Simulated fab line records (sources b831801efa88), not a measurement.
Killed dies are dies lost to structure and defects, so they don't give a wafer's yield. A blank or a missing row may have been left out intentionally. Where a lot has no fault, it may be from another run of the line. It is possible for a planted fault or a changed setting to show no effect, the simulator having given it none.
fab line records -- flow sky130
record lots=3, wafers=9, last-day=49
route steps=708 shown LDD_LDN@292 SPACER@304 POLY_CUT@307 SD_P@320 RES_XHIGH@332 SALICIDE@361 PAD_OPEN@708
lots untouched by any fault: they come from a run of this same line in which no faults occurred
start-h: hours from the record's opening day to when the first of the lot's shown wafers began -- wait-h: hours elapsed since this lot's preceding step -- " identical to the entry in the row above -- L1.1+2: a row that stands for several wafers -- - no value, or no start given -- * or withheld: withheld -- < > ~ a bound
route shown NAME@n: NAME is a module with steps in the file, n the number in the route of the first one -- usual: average and standard deviation across the fault-free wafers -- same: alike in all rows -- chamber/n: place in a boat -- sites: the reading at each site -- _std_site: the standard deviation of these -- _edge_site: outer sites' mean less inner sites' -- radius-mm: for every site, how far away it sits from the centre of the wafer -- mask NAME#n: copy n -- behind: the last tool/chamber to shape the wafer -- hold: reason for holding the lot/hours on hold/outcome of the hold -- device: whichever transistor did not switch (one of n, p or np) -- end of line: the tests these same wafers got at the end of their route -- where a step has no rows: the recipe by itself -- killed: not the wafer's yield, but the dies lost to structure and defects at the first sort -- map: a wafer's dies, x killed, . not, _ none there
set.NAME: the setting the step ran with; set.NAME@STEP: the setting that earlier step ran with -- model.NAME: the simulator's own value behind a step, which no gauge read
lots seen at some steps along the route; tables by step, rows by wafer
services: when a tool's chamber went out of use (start-h, in hours from the record's first day, below 0 if earlier), for how many hours, and the reason
## steps
# step SKY_LDD_LDN_SOFTBAKE_03
# recipe temp-c=90, time-s=60, resist=NOVOLAK
# step SKY_LDD_LDN_EXPOSE_04
# recipe mask-id=LDNTM, na=0.6, source-shape=conventional, sigma-outer=0.6, polarization=unpolarized, target-cd-nm=700, dose-mj=140
# step SKY_LDD_LDN_PEB_05
# recipe temp-c=withheld, time-s=*, resist=NOVOLAK
# step SKY_LDD_LDN_DEVELOP_06
# recipe resist=NOVOLAK, developer=TMAH, develop-time-s=60, dev-temp-c=23.94
# step SKY_LDD_LDN_IMPLANT_08
# recipe species=As, energy-kev=15, dose-cm2=1.25e+13, tilt-deg=withheld, rotation-deg=23
# step SKY_LDD_LDN_IMPLANT_09
# recipe species=As, energy-kev=15, dose-cm2=1.25e+13, tilt-deg=withheld, rotation-deg=113
# step SKY_LDD_LDN_IMPLANT_10
# recipe species=As, energy-kev=15, dose-cm2=1.25e+13, tilt-deg=withheld, rotation-deg=203
# step SKY_LDD_LDN_IMPLANT_11
# recipe species=As, energy-kev=15, dose-cm2=1.25e+13, tilt-deg=withheld, rotation-deg=293
# step SKY_LDD_LDN_STRIP_12
# recipe chemistry=O2/N2, power-w=1400, pressure-mtorr=1500, platen-temp-c=withheld, o2-flow-sccm=3000, n2-flow-sccm=300, overash-fraction=0.5
# step SKY_LDD_LDN_CLEAN_14
# recipe chemistry=SC1/SC2, mix=1:4:20, temp-c=70, time-s=150, dry=n2-spin
# step SKY_SPACER_CVD_00
# recipe material=Si3N4, precursor=DCS/NH3, target-thk-nm=43.1, temp-c=770, time-s=740, pressure-mtorr=250
# usual spike-tc-bottom-C=786.0/2.1, spike-tc-centre-C=771.2/1.2, spike-tc-lower-C=769.5/1, spike-tc-top-C=778.1/1.5, spike-tc-upper-C=769.8/1.4
lot.wafer,tool,chamber,start-h,wait-h,spike-tc-bottom-C,spike-tc-centre-C,spike-tc-lower-C,spike-tc-top-C,spike-tc-upper-C,model.Si3N4_of_SPACER_CVD_00.thk-nm
L159.1,lpcvd-02,0,511.62,0.0,787.5,772.8,770.8,776.8,770.1,43.02
L159.2,lpcvd-02,0,511.62,0.0,788.5,772.9,768.7,776.4,769.2,43.11
L159.4,lpcvd-02,0,511.62,0.0,786.2,772.3,769.0,776.0,769.0,42.91
L174.1,lpcvd-02,0,647.77,0.0,778.6,761.8,760.4,768.2,760.2,36.59
L174.3,lpcvd-02,0,647.77,0.0,780.3,763.8,760.4,768.5,761.6,37.23
L174.6,lpcvd-02,0,647.77,0.0,778.8,763.2,761.3,768.3,758.8,37.01
L176.2,lpcvd-02,1,659.77,0.0,782.5,769.7,769.5,781.1,769.6,43.04
L176.4,lpcvd-02,1,659.77,0.0,785.3,770.6,767.1,778.3,770.3,42.64
L176.5,lpcvd-02,1,659.77,0.0,782.5,770.7,768.2,779.4,770.6,43.42
# step SKY_SPACER_THK_MEAS_01
# recipe reads=Si3N4_of_SPACER_CVD_00
# usual SPACER_CVD_00_THK=43.0/0.39
lot.wafer,tool,chamber,start-h,wait-h,SPACER_CVD_00_THK[nm]
L159.1,film-metro-04,-,512.82,0.0,43.0
L159.2,film-metro-04,-,512.82,0.0,43.1
L159.4,film-metro-04,-,512.82,0.0,42.9
L174.1,film-metro-01,-,648.98,0.0,36.6
L174.3,film-metro-01,-,648.98,0.0,37.2
L174.6,film-metro-01,-,648.98,0.0,37.0
L176.2,film-metro-01,-,660.99,0.0,43.0
L176.4,film-metro-01,-,660.99,0.0,42.7
L176.5,film-metro-01,-,660.99,0.0,43.4
# step SKY_SPACER_ETCHBACK_02
# recipe chemistry=CH3F/O2, target=Si3N4, stop-on=SiO2, source-w=400, bias-w=80, pressure-mtorr=25, ch3f-flow-sccm=40, O2_flow_sccm=30, time-s=46.7, target-depth-a=450
# usual chamber-pressure-mTorr=25.000/0.023, drypump-motor-current-A=5.6/0.4, oes-product-au=0.854/0.0064, throttle-valve-pct=10.562/0.0091
lot.wafer,tool,chamber,start-h,wait-h,chamber-pressure-mTorr,drypump-motor-current-A,oes-product-au,rf-hours-counter-h,throttle-valve-pct,model.etch.depth-nm
L159.1,rie-diel-01,3,512.88,0.1,24.993,4.8,0.853,8,10.560,43.02
L159.2,rie-diel-01,2,512.88,0.1,25.004,5.4,0.861,38,10.571,43.11
L159.4,rie-diel-01,1,512.88,0.1,25.056,5.8,0.850,49,10.570,42.91
L174.1,rie-diel-01,1,649.04,0.1,24.988,5.9,0.777,51,10.570,36.59
L174.3,rie-diel-01,0,649.04,0.1,25.019,5.8,0.792,6,10.554,37.23
L174.6,rie-diel-01,3,649.04,0.1,25.004,4.8,0.788,-,10.551,37.01
L176.2,rie-diel-01,1,661.04,0.0,25.002,5.9,0.853,51,10.555,43.04
L176.4,rie-diel-01,2,661.04,0.0,25.032,5.3,0.853,41,10.562,42.64
L176.5,rie-diel-01,0,661.04,0.0,24.994,5.8,0.862,-,10.561,43.42
# step SKY_POLY_CUT_DEHYDRATE_00
# recipe temp-c=200, time-s=60
# step SKY_POLY_CUT_HMDS_01
# recipe prime-time-s=60, prime-temp-c=120
# step SKY_POLY_CUT_COAT_02
# recipe resist=BARC, temp-c=withheld, time-s=withheld, spin-rpm=3000, resist-thk-nm=60
# step SKY_POLY_CUT_COAT_03
# recipe resist=KrF-thick, spin-rpm=3000, resist-thk-nm=450
# step SKY_POLY_CUT_SOFTBAKE_04
# recipe temp-c=100, time-s=90, resist=KrF-thick
# step SKY_POLY_CUT_EXPOSE_05
# recipe mask-id=NPCM, na=0.8, source-shape=annular, sigma-inner=0.55, sigma-outer=0.85, target-cd-nm=270, dose-mj=32
# step SKY_POLY_CUT_PEB_06
# recipe peb-temp-c=withheld, peb-time-s=withheld, resist=KrF-thick
# step SKY_POLY_CUT_DEVELOP_07
# recipe develop-time-s=60, resist=KrF-thick, dev-temp-c=21
# step SKY_POLY_CUT_ETCH_10
# recipe chemistry=N2/H2, target=BARC, ion-energy-ev=200, source-w=500, bias-w=100, pressure-mtorr=30, n2-flow-sccm=100, h2-flow-sccm=200, stop-on=SiO2, time-s=45.9, target-depth-a=600
# step SKY_POLY_CUT_ETCH_11
# recipe target=Si3N4, chemistry=CF4/CH2F2/Ar, stop-on=poly-Si, source-w=600, bias-w=150, pressure-mtorr=40, cf4-flow-sccm=40, ch2f2-flow-sccm=20, Ar_flow_sccm=150, time-s=42.5, target-depth-a=600
# step SKY_POLY_CUT_STRIP_12
# recipe chemistry=O2/N2, power-w=1400, pressure-mtorr=1500, platen-temp-c=withheld, o2-flow-sccm=3000, n2-flow-sccm=300, overash-fraction=0.5
# step SKY_SD_P_DEHYDRATE_00
# recipe temp-c=200, time-s=60
# step SKY_SD_P_HMDS_01
# recipe prime-time-s=60, prime-temp-c=120
# step SKY_SD_P_COAT_02
# recipe resist=NOVOLAK, spin-rpm=3000, resist-thk-nm=1131
# step SKY_SD_P_SOFTBAKE_03
# recipe temp-c=90, time-s=60, resist=NOVOLAK
# step SKY_SD_P_EXPOSE_04
# recipe mask-id=PSDM, na=0.6, source-shape=conventional, sigma-outer=0.6, polarization=unpolarized, target-cd-nm=380, dose-mj=138
# step SKY_SD_P_PEB_05
# recipe temp-c=withheld, time-s=*, resist=NOVOLAK
# step SKY_SD_P_DEVELOP_06
# recipe resist=NOVOLAK, developer=TMAH, develop-time-s=60, dev-temp-c=23
# step SKY_SD_P_IMPLANT_09
# recipe species=BF2, energy-kev=20, dose-cm2=3e+15, tilt-deg=0
# step SKY_SD_P_STRIP_10
# recipe chemistry=O2/N2, power-w=1400, pressure-mtorr=1500, platen-temp-c=withheld, o2-flow-sccm=3000, n2-flow-sccm=300, overash-fraction=0.5
# step SKY_RES_XHIGH_DEHYDRATE_00
# recipe temp-c=200, time-s=60
# step SKY_RES_XHIGH_HMDS_01
# recipe prime-time-s=60, prime-temp-c=120
# step SKY_SALICIDE_CLEAN_00
# recipe chemistry=HF-last, time-s=30, dilution=100:1, dry=ipa-marangoni
lot.wafer,tool,chamber,start-h,wait-h,model.Si3N4_of_SPACER_CVD_00.thk-nm
L159.1,wet-bench-02,0,631.94,0.1,42.04
L159.2,wet-bench-02,0,631.94,0.1,42.12
L159.4,wet-bench-02,0,631.94,0.1,41.93
L174.1,wet-bench-02,1,759.90,0.1,35.6
L174.3,wet-bench-02,1,759.90,0.1,36.25
L174.6,wet-bench-02,1,759.90,0.1,36.03
L176.2,wet-bench-04,3,770.16,0.1,42.05
L176.4,wet-bench-04,3,770.16,0.1,41.65
L176.5,wet-bench-04,3,770.16,0.1,42.43
# step SKY_PAD_OPEN_PROBE_99
# usual killed_at_M0_to_M3=44/6.6, killed_at_M4_up=3.0/2, killed-at-contacts=24/5.1, killed-at-front-end=15/4.1, killed-at-other=0.4/0.62, killed-dies=86/9.3, killed-on-rim=17/3.7, killed-open=46/6.8, killed-short=40/5.8
# same gross-dies=492, killed-at-back-side=0
lot.wafer,tool,chamber,start-h,wait-h,killed_at_M0_to_M3,killed_at_M4_up,killed-at-contacts,killed-at-front-end,killed-at-other,killed-dies,killed-on-rim,killed-open,killed-short,model.etest.pfet_01v8.r-on-ohm-um,model.etest.nfet-g5v0d10v5.r-on-ohm-um,model.etest.sonos-uncharged.r-on-ohm-um,model.etest.pfet_01v8.drive-ua-um,model.etest.sram-pfet-latch.drive-ua-um,model.etest.pfet_01v8_hvt.drive-ua-um,model.etest.pfet_01v8_mvt.drive-ua-um,model.etest.pfet_01v8_lvt.drive-ua-um
L159.1,prober-02,-,1062.39,0.1,42,3,30,12,0,87,17,44,43,2962,1904,814.1,185.5,137.9,137.1,147,175.7
L159.2,prober-02,-,1062.44,0.1,45,3,29,15,0,92,17,45,47,3103,1933,828.5,177.3,119.9,132.7,142,170.6
L159.4,prober-02,-,1062.54,0.2,42,1,29,14,0,86,10,52,34,3084,1933,828.1,179.4,129.7,132.8,143.6,171.3
L174.1,prober-02,-,1154.64,0.1,38,5,24,15,0,82,18,47,35,2701,1856,752.2,206.8,158.7,155.7,157.3,182.7
L174.3,prober-02,-,1154.74,0.2,47,4,19,16,2,88,14,50,38,2747,1875,761.8,203.8,153.1,151.4,154.2,178.8
L174.6,prober-02,-,1154.89,0.2,33,3,19,14,1,70,18,40,30,2806,1881,767.2,201.2,149.9,148.7,153,177.6
L176.2,prober-02,-,1164.73,0.1,38,1,23,5,0,67,14,31,35,2846,1846,791.1,199.4,148.3,147.6,157.4,175.6
L176.4,prober-02,-,1164.83,0.2,39,1,21,11,0,72,11,39,33,2785,1848,799.9,200.8,153.1,150.7,159.6,178.6
L176.5,prober-02,-,1164.88,0.2,55,1,31,11,0,98,18,50,45,2816,1860,788.1,202,151.9,150.5,158.8,176.5
# killed by level:class
L159.1 CONTACT:geometric-particle:open=13 VIA1:geometric-particle:open=9 CONTACT:geometric-particle:short=8 METAL2:geometric-particle:short=8 METAL1:geometric-particle:short=7 LI_CONTACT:geometric-particle:open=5 VIA3:geometric-particle:open=5 VIA3:geometric-particle:short=4
L159.2 CONTACT:geometric-particle:open=12 VIA1:geometric-particle:open=12 VIA2:geometric-particle:open=9 METAL2:geometric-particle:short=6 LOCAL_INTERCONNECT:geometric-particle:short=6 VIA1:geometric-particle:short=5 POLY_GATE:geometric-particle:open=4 CONTACT:geometric-particle:short=4
L159.4 VIA1:geometric-particle:open=13 CONTACT:geometric-particle:open=10 LI_CONTACT:geometric-particle:open=7 CONTACT:geometric-particle:short=7 METAL1:geometric-particle:short=7 VIA2:geometric-particle:open=6 FIELD_ISO:geometric-particle:open=5 METAL2:geometric-particle:short=4
L174.1 VIA1:geometric-particle:open=12 CONTACT:geometric-particle:open=8 LI_CONTACT:geometric-particle:open=7 VIA3:geometric-particle:open=5 METAL4:geometric-particle:short=5 METAL2:geometric-particle:short=5 FIELD_ISO:geometric-particle:open=4 POLY_GATE:geometric-particle:short=4
L174.3 VIA1:geometric-particle:open=12 CONTACT:geometric-particle:open=10 VIA1:geometric-particle:short=8 VIA2:geometric-particle:open=6 FIELD_ISO:geometric-particle:open=4 VIA3:geometric-particle:short=4 METAL1:geometric-particle:short=4 METAL2:geometric-particle:short=4
L174.6 VIA1:geometric-particle:open=11 LI_CONTACT:geometric-particle:open=8 CONTACT:geometric-particle:open=5 VIA2:geometric-particle:short=5 FIELD_ISO:geometric-particle:short=4 FIELD_ISO:geometric-particle:open=4 METAL2:geometric-particle:short=4 POLY_GATE:geometric-particle:short=3
L176.2 VIA1:geometric-particle:open=8 CONTACT:geometric-particle:short=7 LI_CONTACT:geometric-particle:open=5 VIA3:geometric-particle:open=5 CONTACT:geometric-particle:open=4 METAL1:geometric-particle:short=4 VIA2:geometric-particle:open=4 VIA2:geometric-particle:short=4
L176.4 VIA1:geometric-particle:open=12 CONTACT:geometric-particle:open=7 METAL1:geometric-particle:short=7 CONTACT:geometric-particle:short=5 VIA3:geometric-particle:short=5 LI_CONTACT:geometric-particle:short=4 VIA2:geometric-particle:open=4 FIELD_ISO:geometric-particle:open=3
L176.5 CONTACT:geometric-particle:open=11 VIA1:geometric-particle:open=11 VIA3:geometric-particle:open=9 LOCAL_INTERCONNECT:geometric-particle:short=7 VIA2:geometric-particle:open=7 VIA2:geometric-particle:short=6 VIA3:geometric-particle:short=5 FIELD_ISO:geometric-particle:short=4
## services
tool,chamber,start-h,hours,kind
rie-diel-01,-,510.72,0.4,repair
rie-diel-01,3,521.36,8.4,repair
rie-diel-01,0,524.97,7.3,repair
lpcvd-02,-,549.81,1.5,repair
lpcvd-02,-,551.34,28.1,pm
wet-bench-04,-,599.60,3.8,repair
rie-diel-01,1,677.84,6.3,repair
rie-diel-01,1,699.18,-,clean
rie-diel-01,1,699.18,18.5,scheduled-down
rie-diel-01,1,699.18,18.5,vent-cycle
lpcvd-02,-,710.43,13.6,repair
wet-bench-02,-,727.66,0.6,repair
rie-diel-01,0,754.81,5.5,repair
rie-diel-01,2,769.16,7.5,repair
## key
first-sign step=SKY_SPACER_CVD_00, reading=spike-tc-lower-C, direction=down, sigmas=8.7, usual=769.5, struck=760.7
effect step=SKY_SPACER_CVD_00, reading=spike-tc-upper-C, direction=down, sigmas=7.1, usual=769.8, struck=760.2
effect step=SKY_SPACER_THK_MEAS_01, reading=SPACER_CVD_00_THK, direction=down, sigmas=16, usual=43.0, struck=37.0
effect step=SKY_SPACER_ETCHBACK_02, reading=oes-product-au, direction=down, sigmas=11, usual=0.854, struck=0.785
model-effect step=SKY_SPACER_CVD_00, value=Si3N4_of_SPACER_CVD_00.thk-nm, without=43.43, struck=36.94
model-effect step=SKY_SPACER_ETCHBACK_02, value=etch.depth-nm, without=43.43, struck=36.94
model-effect step=SKY_SALICIDE_CLEAN_00, value=Si3N4_of_SPACER_CVD_00.thk-nm, without=42.45, struck=35.96
model-effect step=SKY_PAD_OPEN_PROBE_99, value=etest.pfet_01v8.r-on-ohm-um, without=2964, struck=2752
met-at SKY_SPACER_CVD_00
struck-wafers L174.1,L174.3,L174.6
tester-left-out L174
onset-between 511.62 647.77
fault kind=process-parameter-drift, tool=lpcvd-02, chamber=0, onset-h=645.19, steps=SKY_SPACER_CVD_00, channel=temp-c, offset=*, shape=step, end-h=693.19, acts-in=*, stated=*
# tester-left-out: of these lots the tester's yield and bins aren't shown, on N5 and GAA mostly nor the transistor test; their killed dies are dies lost to structure and defects alone, not to doping, threshold or leakage, so they don't give the yield
